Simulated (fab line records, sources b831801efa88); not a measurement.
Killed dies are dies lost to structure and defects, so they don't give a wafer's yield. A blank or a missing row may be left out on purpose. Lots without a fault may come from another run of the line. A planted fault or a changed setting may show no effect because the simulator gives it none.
fab line records | flow sky130
record lots=6 wafers=18 last_day=50
route steps=708 shown VIA4@651 METAL5@661
lots that met no fault: from a run of the same line without faults
start_h: hours from the record's first day to the start of the lot's first wafer shown | wait_h: hours since the lot's step before | " the same as in the row above | L1.1+2: a row that stands for several wafers | - no value, or no start given | * or withheld: withheld | < > ~ a bound
route shown NAME@n: a module of which the file shows steps, and the number in the route of the first | usual: mean/standard deviation of fault-free wafers | same: alike in all rows | chamber/n: place in a boat | sites: the reading at each site | _std_site: their standard deviation | _edge_site: outer sites' mean less inner sites' | radius_mm: how far each site lies from the wafer's centre | mask NAME#n: copy n | behind: the tool/chamber that last shaped the wafer | hold: why the lot was held/for how many hours/how that ended | device: the transistor (n, p or np) that didn't switch | end of line: the same wafers' tests at the end of the route | a step without rows: its recipe alone | killed: dies lost to structure and defects at the first sort, not the wafer's yield | map: a wafer's dies, x killed, . not, _ none there
set.NAME: the setting as run; set.NAME@STEP: as run at that earlier step | model.NAME: the simulator's own value behind a step, which no gauge read
lots at some steps of the route; a table a step, a row a wafer
services: from which hour (start_h, from the record's first day; less than 0 if before it) a tool's chamber was out of use, for how many hours, and why
## steps
# step SKY_VIA4_ETCH_12
# recipe target=SiO2 chemistry=C4F8/O2/Ar stop_on=TiN mask_material=NOVOLAK source_w=1500 bias_w=1200 pressure_mtorr=40 c4f8_flow_sccm=withheld O2_flow_sccm=6 Ar_flow_sccm=300 time_s=withheld target_depth_a=5800
# usual oes_product_au=0.938/0.0043
# columns lot.wafer tool chamber start_h wait_h oes_product_au
L987.1 rie_diel-01 3 1014.32 0.0 0.926
L987.4 " 1 " " 0.936
L987.6 " 3 " " 0.940
L991.1 rie_diel-04 2 1053.72 0.0 0.933
L991.4 " 3 " " 0.946
L991.5 " 1 " " 0.941
L999.3 rie_diel-01 2 1103.35 0.0 0.937
L999.4 " 0 " " 0.931
L999.6 " 2 " " 0.930
L101.3 rie_diel-01 3 1104.34 0.0 0.935
L101.4 " 2 " " 0.939
L101.6 " 1 " " 0.935
L102.2 rie_diel-01 1 1121.34 0.0 0.940
L102.5 " 2 " " 0.936
L102.6 " 0 " " 0.944
L106.1 rie_diel-01 0 1145.87 0.0 0.942
L106.2 " 1 " " 0.940
L106.6 " 0 " " 0.947
# step SKY_VIA4_STRIP_13
# recipe chemistry=O2/N2 power_w=1400 pressure_mtorr=1500 platen_temp_c=withheld o2_flow_sccm=3000 n2_flow_sccm=300 overash_fraction=0.5
# usual drypump_motor_current_A=5.73/0.22 o2_flow_sccm=2999/9.3 oes_product_au=0.710/0.0044 strip_time_to_endpoint_s=12.801/0.03
# same overash_fraction=0.5
# columns lot.wafer tool chamber start_h wait_h drypump_motor_current_A o2_flow_sccm oes_product_au rf_hours_counter_h strip_time_to_endpoint_s
L987.1 plasma_asher-02 1 1014.39 - 5.49 3002 0.709 81 12.783
L987.4 " 0 " " 5.65 2993 0.711 - 12.839
L987.6 " 1 " " 5.49 2992 0.715 - 12.784
L991.1 plasma_asher-01 1 1053.79 - 5.81 3007 0.718 63 12.782
L991.4 " 0 " " 5.62 3008 0.714 - 12.816
L991.5 " 0 " " 5.63 3005 0.710 - 12.795
L999.3 plasma_asher-04 0 1103.45 - 6.21 2997 0.706 - 12.763
L999.4 " 1 " " 5.79 2999 0.709 - 12.805
L999.6 " 1 " " 5.79 2983 0.699 - 12.816
L101.3 plasma_asher-02 1 1104.45 - 5.49 2987 0.707 - 12.853
L101.4 " 0 " " 5.62 3004 0.706 - 12.803
L101.6 " 0 " " 5.63 3026 0.716 - 12.809
L102.2 plasma_asher-04 1 1121.41 - 5.81 2992 0.710 5 12.774
L102.5 " 1 " " 5.81 3006 0.708 - 12.806
L102.6 " 0 " " 6.22 2992 0.703 - 12.835
L106.1 plasma_asher-01 1 1145.94 - 5.90 3002 0.709 73 12.868
L106.2 " 0 " " 5.60 2998 0.706 73 12.770
L106.6 " 0 " " 5.60 2988 0.708 - 12.785
# step SKY_VIA4_STRIP_14
# recipe chemistry=post_etch_residue_remover time_s=1200 temp_c=72.5
# step SKY_VIA4_CLEAN_15
# recipe chemistry=IPA time_s=180 temp_c=25
# step SKY_VIA4_CLEAN_16
# recipe chemistry=O3/DIW dry=n2_spin
# step SKY_VIA4_SPUTTER_17
# recipe material=TiN target_thk_nm=20 chamber_pressure_pa=5 power_w=4000 time_s=80
# usual throttle_valve_pct=30.3/0.91
# columns lot.wafer tool chamber start_h wait_h throttle_valve_pct
L987.1 pvd_sputter-01 - 1014.98 0.0 29.4
L987.4 " - " " 29.3
L987.6 " - " " 30.9
L991.1 pvd_sputter-02 - 1054.38 0.0 30.9
L991.4 " - " " 28.7
L991.5 " - " " 31.4
L999.3 pvd_sputter-02 - 1104.06 0.0 30.8
L999.4 " - " " 28.2
L999.6 " - " " 30.3
L101.3 pvd_sputter-04 - 1105.04 0.0 29.0
L101.4 " - " " 28.8
L101.6 " - " " 30.1
L102.2 pvd_sputter-04 - 1122.00 0.0 30.1
L102.5 " - " " 30.4
L102.6 " - " " 29.1
L106.1 pvd_sputter-01 - 1146.58 0.0 29.5
L106.2 " - " " 31.4
L106.6 " - " " 30.5
# step SKY_VIA4_CVD_18
# recipe material=W target_thk_nm=505 time_s=152.14 temp_c=400 pressure_torr=40
# usual chamber_pressure_Torr=39.98/0.076 heater_power_w=833/77
# columns lot.wafer tool chamber start_h wait_h chamber_pressure_Torr heater_power_w
L987.1 cvd_w-02 0 1015.05 0.0 39.90 760
L987.4 " 0 " " 40.06 753
L987.6 " 1 " " 40.00 815
L991.1 cvd_w-02 0 1054.45 0.0 39.98 754
L991.4 " 0 " " 39.98 762
L991.5 " 1 " " 39.91 819
L999.3 cvd_w-01 0 1104.17 0.1 39.97 877
L999.4 " 1 " " 39.99 983
L999.6 " 0 " " 39.98 894
L101.3 cvd_w-02 0 1105.15 0.1 40.02 762
L101.4 " 1 " " 39.99 779
L101.6 " 0 " " 40.10 748
L102.2 cvd_w-01 0 1122.12 0.1 39.94 887
L102.5 " 0 " " 40.09 891
L102.6 " 0 " " 39.97 885
L106.1 cvd_w-02 1 1146.64 0.0 39.98 798
L106.2 " 0 " " 40.16 780
L106.6 " 1 " " 39.85 805
# step SKY_VIA4_RS_MEAS_19
# recipe thk_meas_gauge=four-point-probe reads=W_of_VIA4_CVD_18+TiN_of_VIA4_SPUTTER_17
# usual VIA4_W_RS=0.2279/0.0025
# columns lot.wafer tool chamber start_h wait_h VIA4_W_RS[ohm/sq]
L987.1 film_metro-01 - 1015.20 0.1 0.2321
L987.4 " - " " 0.2315
L987.6 " - " " 0.2300
L991.1 film_metro-01 - 1054.60 0.1 0.2298
L991.4 " - " " 0.2286
L991.5 " - " " 0.2273
L999.3 film_metro-01 - 1104.31 0.1 0.2297
L999.4 " - " " 0.2312
L999.6 " - " " 0.2290
L101.3 film_metro-02 - 1105.29 0.1 0.2292
L101.4 " - " " 0.2265
L101.6 " - " " 0.2281
L102.2 film_metro-03 - 1122.39 0.2 0.2282
L102.5 " - " " 0.2281
L102.6 " - " " 0.2298
L106.1 film_metro-01 - 1146.79 0.1 0.2276
L106.2 " - " " 0.2261
L106.6 " - " " 0.2241
# step SKY_VIA4_THK_MEAS_20
# recipe thk_meas_gauge=xrf reads=W_of_VIA4_CVD_18
# usual VIA4_W_THK=510/6.4
# columns lot.wafer tool chamber start_h wait_h VIA4_W_THK[nm]
L987.1 film_metro-01 - 1015.32 0.1 504
L987.4 " - " " 505
L987.6 " - " " 509
L991.1 film_metro-01 - 1054.72 0.1 503
L991.4 " - " " 503
L991.5 " - " " 506
L999.3 film_metro-01 - 1104.41 0.1 503
L999.4 " - " " 500
L999.6 " - " " 505
L101.3 film_metro-02 - 1105.39 0.1 506
L101.4 " - " " 513
L101.6 " - " " 510
L102.2 film_metro-03 - 1122.50 0.1 512
L102.5 " - " " 508
L102.6 " - " " 508
L106.1 film_metro-01 - 1146.91 0.1 510
L106.2 " - " " 510
L106.6 " - " " 510
# step SKY_VIA4_CMP_21
# recipe stop_on=SiO2 t_overpolish_s=25 down_force_psi=3.5 platen_rpm=60 target_thk_nm=0 pad_velocity_m_s=0.94248
# step SKY_METAL5_SPUTTER_00
# recipe material=Ti target_thk_nm=15 power_w=3000 time_s=10 chamber_pressure_pa=0.4
# usual throttle_valve_pct=29.8/0.74
# columns lot.wafer tool chamber start_h wait_h throttle_valve_pct
L987.1 pvd_sputter-01 - 1016.09 0.2 31.3
L987.4 " - " " 29.4
L987.6 " - " " 30.8
L991.1 pvd_sputter-03 - 1055.18 0.2 28.9
L991.4 " - " " 29.8
L991.5 " - " " 29.7
L999.3 pvd_sputter-04 - 1104.75 0.1 29.1
L999.4 " - " " 28.8
L999.6 " - " " 29.1
L101.3 pvd_sputter-04 - 1105.85 0.1 29.1
L101.4 " - " " 31.0
L101.6 " - " " 28.8
L102.2 pvd_sputter-03 - 1122.85 0.1 29.3
L102.5 " - " " 29.3
L102.6 " - " " 29.5
L106.1 pvd_sputter-03 - 1147.27 0.2 29.4
L106.2 " - " " 29.7
L106.6 " - " " 29.1
# step SKY_METAL5_SPUTTER_01
# recipe material=TiN target_thk_nm=20 power_w=6500 time_s=16.7 chamber_pressure_pa=0.4
# step SKY_METAL5_SPUTTER_02
# recipe material=AlCu target_thk_nm=1150 power_w=10600 time_s=61.2 chamber_pressure_pa=0.4
# usual throttle_valve_pct=29.8/0.73
# columns lot.wafer tool chamber start_h wait_h throttle_valve_pct model.AlCu_of_METAL5_SPUTTER_02.thk_nm
L987.1 pvd_sputter-01 - 1016.14 0.0 31.2 1163
L987.4 " - " " 29.2 1163
L987.6 " - " " 30.8 1145
L991.1 pvd_sputter-03 - 1055.22 0.0 29.2 1157
L991.4 " - " " 29.8 1140
L991.5 " - " " 29.8 1142
L999.3 pvd_sputter-04 - 1104.80 0.0 29.1 1140
L999.4 " - " " 28.8 2107
L999.6 " - " " 29.1 1140
L101.3 pvd_sputter-04 - 1105.90 0.0 28.9 2108
L101.4 " - " " 31.2 1150
L101.6 " - " " 29.2 1143
L102.2 pvd_sputter-03 - 1122.90 0.0 29.1 1175
L102.5 " - " " 29.4 1168
L102.6 " - " " 29.6 1155
L106.1 pvd_sputter-03 - 1147.32 0.0 29.0 1139
L106.2 " - " " 29.5 1123
L106.6 " - " " 29.0 1126
# step SKY_METAL5_SPUTTER_03
# recipe material=Ti target_thk_nm=5 power_w=3075 time_s=3.3 chamber_pressure_pa=0.4
# step SKY_METAL5_SPUTTER_04
# recipe material=TiN target_thk_nm=70 power_w=6500 time_s=58.3 chamber_pressure_pa=0.4
# step SKY_METAL5_RS_MEAS_05
# recipe thk_meas_gauge=four-point-probe reads=TiN_of_METAL5_SPUTTER_04+Ti_of_METAL5_SPUTTER_03+AlCu_of_METAL5_SPUTTER_02+TiN_of_METAL5_SPUTTER_01+Ti_of_METAL5_SPUTTER_00
# usual METAL5_ALCU_RS=0.0271/0.00032
# columns lot.wafer tool chamber start_h wait_h hold METAL5_ALCU_RS[ohm/sq]
L987.1 film_metro-01 - 1016.25 0.0 - 0.0268
L987.4 " - " " - 0.0268
L987.6 " - " " - 0.0272
L991.1 film_metro-03 - 1055.34 0.0 - 0.0268
L991.4 " - " " - 0.0273
L991.5 " - " " - 0.0273
L999.3 film_metro-04 - 1104.96 0.1 await_dispo/0.2h/release 0.0274
L999.4 " - " " await_dispo/0.2h/release 0.0148
L999.6 " - " " await_dispo/0.2h/release 0.0273
L999.3 film_metro-04 - 1105.24 0.3 - 0.0274
L999.4 " - " " - 0.0147
L999.6 " - " " - 0.0274
L101.3 film_metro-01 - 1106.06 0.1 await_dispo/0.2h/release 0.0148
L101.4 " - " " await_dispo/0.2h/release 0.0271
L101.6 " - " " await_dispo/0.2h/release 0.0273
L101.3 film_metro-01 - 1106.35 0.3 - 0.0147
L101.4 " - " " - 0.0271
L101.6 " - " " - 0.0273
L102.2 film_metro-04 - 1123.03 0.0 - 0.0265
L102.5 " - " " - 0.0267
L102.6 " - " " - 0.0270
L106.1 film_metro-04 - 1147.44 0.0 - 0.0273
L106.2 " - " " - 0.0277
L106.6 " - " " - 0.0277
# step SKY_METAL5_THK_MEAS_06
# recipe thk_meas_gauge=xrf reads=AlCu_of_METAL5_SPUTTER_02
# usual METAL5_ALCU_THK=1147/16
# columns lot.wafer tool chamber start_h wait_h hold METAL5_ALCU_THK[nm]
L987.1 film_metro-01 - 1016.37 0.1 - 1151
L987.4 " - " " - 1142
L987.6 " - " " - 1130
L991.1 film_metro-03 - 1055.46 0.1 - 1171
L991.4 " - " " - 1149
L991.5 " - " " - 1151
L999.3 film_metro-04 - 1107.67 2.4 await_dispo/0.2h/release 1135
L999.4 " - " " await_dispo/0.2h/release 2094
L999.6 " - " " await_dispo/0.2h/release 1132
L999.3 film_metro-04 - 1107.90 0.2 - 1134
L999.4 " - " " - 2091
L999.6 " - " " - 1135
L101.3 film_metro-01 - 1117.72 11.4 await_dispo/0.2h/release 2078
L101.4 " - " " await_dispo/0.2h/release 1131
L101.6 " - " " await_dispo/0.2h/release 1129
L101.3 film_metro-01 - 1117.95 0.2 - 2075
L101.4 " - " " - 1132
L101.6 " - " " - 1123
L102.2 film_metro-04 - 1123.14 0.1 - 1173
L102.5 " - " " - 1164
L102.6 " - " " - 1150
L106.1 film_metro-04 - 1147.56 0.1 - 1150
L106.2 " - " " - 1130
L106.6 " - " " - 1138
# step SKY_METAL5_HMDS_08
# recipe prime_time_s=60 prime_temp_c=120
# step SKY_METAL5_COAT_09
# recipe resist=NOVOLAK spin_rpm=3000 resist_thk_nm=1800
# step SKY_METAL5_SOFTBAKE_10
# recipe temp_c=90 time_s=60 resist=NOVOLAK
# step SKY_METAL5_EXPOSE_11
# recipe mask_id=MM5 na=0.6 source_shape=conventional sigma_outer=0.6 polarization=unpolarized target_cd_nm=1600 dose_mj=190
# step SKY_METAL5_PEB_12
# recipe temp_c=withheld time_s=* resist=NOVOLAK
# step SKY_METAL5_DEVELOP_13
# recipe resist=NOVOLAK developer=TMAH develop_time_s=60 dev_temp_c=23
# step SKY_METAL5_DESCUM_14
# recipe chemistry=O2 source_power_w=150 bias_power_w=0 pressure_mtorr=10 temp_c=40 time_s=11
# step SKY_METAL5_METAL_ETCH_15
# recipe target_depth_a=12600 stop_on=SiO2 over_etch_frac=0.2 time_s=252 chemistry=Cl2/BCl3 resist_sidewall_deg=86 pressure_mtorr=10 icp_w=900 bias_w=48.5 Cl2_flow_sccm=60 bcl3_flow_sccm=30
# usual drypump_motor_current_A=6.02/0.29 mfc_cl2_sccm=60.05/0.21 oes_product_au=0.894/0.0048 throttle_valve_pct=22.265/0.0091
# columns lot.wafer tool chamber start_h wait_h drypump_motor_current_A mfc_cl2_sccm oes_product_au rf_hours_counter_h throttle_valve_pct
L987.1 rie_metal-04 0 1038.31 0.0 6.09 59.97 0.898 9 22.269
L987.4 " 1 " " 6.23 59.99 0.902 - 22.271
L987.6 " 0 " " 6.08 59.91 0.889 - 22.267
L991.1 rie_metal-02 0 1076.96 0.0 6.19 59.82 0.904 2 22.252
L991.4 " 1 " " 5.43 59.96 0.905 - 22.267
L991.5 " 0 " " 6.17 60.02 0.894 - 22.266
L999.3 rie_metal-02 0 1124.33 0.1 6.17 60.41 0.892 - 22.273
L999.4 " 1 " " 5.43 60.05 0.986 - 22.265
L999.6 " 0 " " 6.17 60.35 0.889 - 22.256
L101.3 rie_metal-02 0 1125.92 0.1 6.18 59.85 0.997 - 22.265
L101.4 " 1 " " 5.40 59.91 0.889 - 22.271
L101.6 " 1 " " 5.44 60.15 0.894 - 22.267
L102.2 rie_metal-03 0 1142.34 0.0 6.17 59.72 0.893 26 22.287
L102.5 " 0 " " 6.18 59.90 0.893 - 22.262
L102.6 " 1 " " 6.07 60.25 0.894 - 22.271
L106.1 rie_metal-03 1 1165.92 0.0 6.07 60.03 0.895 23 22.264
L106.2 " 0 " " 6.18 60.14 0.894 29 22.272
L106.6 " 0 " " 6.18 59.89 0.892 - 22.253
# step SKY_METAL5_STRIP_16
# recipe chemistry=O2/N2 power_w=1400 pressure_mtorr=1500 platen_temp_c=withheld o2_flow_sccm=3000 n2_flow_sccm=300 overash_fraction=0.5
## services
# columns tool chamber start_h hours kind
plasma_asher-04 - 1007.79 15.6 pm
rie_metal-02 - 1010.42 26.5 repair
rie_diel-01 2 1025.07 4.6 repair
pvd_sputter-03 3 1025.44 - consumable_replace:kit
pvd_sputter-03 3 1025.44 18.0 scheduled_down
pvd_sputter-03 3 1025.44 18.0 vent_cycle
rie_metal-04 - 1048.09 2.8 pm
pvd_sputter-04 - 1048.40 6.9 repair
plasma_asher-04 - 1055.25 9.0 pm
cvd_w-02 - 1061.90 0.8 repair
pvd_sputter-02 - 1064.26 5.3 repair
rie_metal-04 - 1064.56 0.1 repair
cvd_w-02 - 1065.15 2.8 pm
rie_diel-01 3 1068.50 4.0 repair
rie_metal-04 0 1076.83 11.8 repair
rie_metal-03 - 1085.60 28.1 pm
pvd_sputter-01 - 1093.31 1.3 repair
pvd_sputter-04 3 1106.02 - consumable_replace:kit
pvd_sputter-04 3 1106.02 18.0 scheduled_down
pvd_sputter-04 - 1114.19 7.6 repair
cvd_w-02 0 1114.82 18.9 repair
cvd_w-01 1 1118.65 7.5 repair
plasma_asher-02 - 1132.74 12.4 repair
rie_diel-04 1 1138.04 11.3 repair
## key
first_sign step=SKY_METAL5_RS_MEAS_05 reading=visit direction=added
effect step=SKY_METAL5_RS_MEAS_05 reading=METAL5_ALCU_RS direction=down sigmas=38 usual=0.0271 struck=0.0148
effect step=SKY_METAL5_THK_MEAS_06 reading=visit direction=added
effect step=SKY_METAL5_THK_MEAS_06 reading=METAL5_ALCU_THK direction=up sigmas=61 usual=1147 struck=2086
effect step=SKY_METAL5_METAL_ETCH_15 reading=oes_product_au direction=up sigmas=20 usual=0.894 struck=0.991
model_effect step=SKY_METAL5_SPUTTER_02 value=AlCu_of_METAL5_SPUTTER_02.thk_nm without=1146 struck=2107
met_at SKY_METAL5_SPUTTER_02
struck_wafers L999.4,L101.3
later_rows_left_out L999.4,L101.3
sort_left_out L999.4,L101.3
fault kind=process_parameter_drift tool=pvd_sputter-04 chamber=- onset_h=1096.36 steps=SKY_METAL5_SPUTTER_02 channel=target_thk_nm offset=960.72 shape=step end_h=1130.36 acts_in=these_recipes_only stated=1150 scope=struck_wafers_only
# sort_left_out: the simulated sort isn't trusted on such a fault, so these wafers' sort isn't shown, and their yield isn't known
# later_rows_left_out: the simulator's readings of these wafers behind a module that went badly wrong aren't trusted and aren't shown, but for the sort
